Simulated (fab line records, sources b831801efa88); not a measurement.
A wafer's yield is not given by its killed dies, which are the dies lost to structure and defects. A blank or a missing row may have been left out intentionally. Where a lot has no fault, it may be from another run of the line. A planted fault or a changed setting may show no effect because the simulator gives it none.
What tool caused it?    flow sky130    at 1 step of a route of 708, 12 lots with 36 wafers sampled

## WHAT THE GAUGES SHOWED, per wafer
SKY_VIA2_OVL_MEAS_13.
lot   measured      on          VIA2_OVL (nm)
L928  day 36 13:12  overlay-01  -3 0 0
L929  day 36 22:33  overlay-02  -3 -1 -2
L931  day 37 21:59  overlay-02  3 0 1
L932  day 37 23:18  overlay-01  1 -1 4
L933  day 38 05:11  overlay-02  -2 -2 1
L934  day 38 15:15  overlay-01  -8 -7 -10
L937  day 39 14:37  overlay-01  2 -1 -1
L939  day 40 03:33  overlay-01  -2 -4 -1
L940  day 40 22:41  overlay-02  0 2 1
L944  day 41 16:10  overlay-01  5 1 3
L947  day 42 09:06  overlay-02  6 8 9
L950  day 43 07:45  overlay-02  7 -2 3

## WHAT TOOL EACH LOT RAN ON (gives the tool, then ch and the chambers of the sampled wafers, and finally the start)
The record shows no process step preceding these readings.

## WHAT THE TOOLS THEMSELVES READ (means of the sampled wafers that have a number; where no wafer has one, the mark that the record gives instead)
The record holds no such reading with a usual standard deviation.

## THE ANSWER, worked out from the rows above alone
Rule: usual is defined by the lots themselves. The widest of any qualifying gaps counts: lots, ordered by their means at a reading, are off when they make up no more than a third of the lots, leave a main group of 4 or more, and stand apart from it by 3 or more times the standard deviation of that group's means. A main group whose means are all the same, to the digits that the tables above print for the reading, isn't used. A lot without any number at a reading at which 4 lots or more have one is off too. The other lots that the step has rows for count as sound. After the gauges, taken in route order, come the tools' own readings; for these a lot's mean is taken, as printed above. At the first step where some lot is off, the reading lying furthest off is the one used; lots without a number count as furthest.
Nothing can be told from this: no lot is off at any reading shown.

## WHAT HAD BEEN PUT IN BY THE SIMULATOR
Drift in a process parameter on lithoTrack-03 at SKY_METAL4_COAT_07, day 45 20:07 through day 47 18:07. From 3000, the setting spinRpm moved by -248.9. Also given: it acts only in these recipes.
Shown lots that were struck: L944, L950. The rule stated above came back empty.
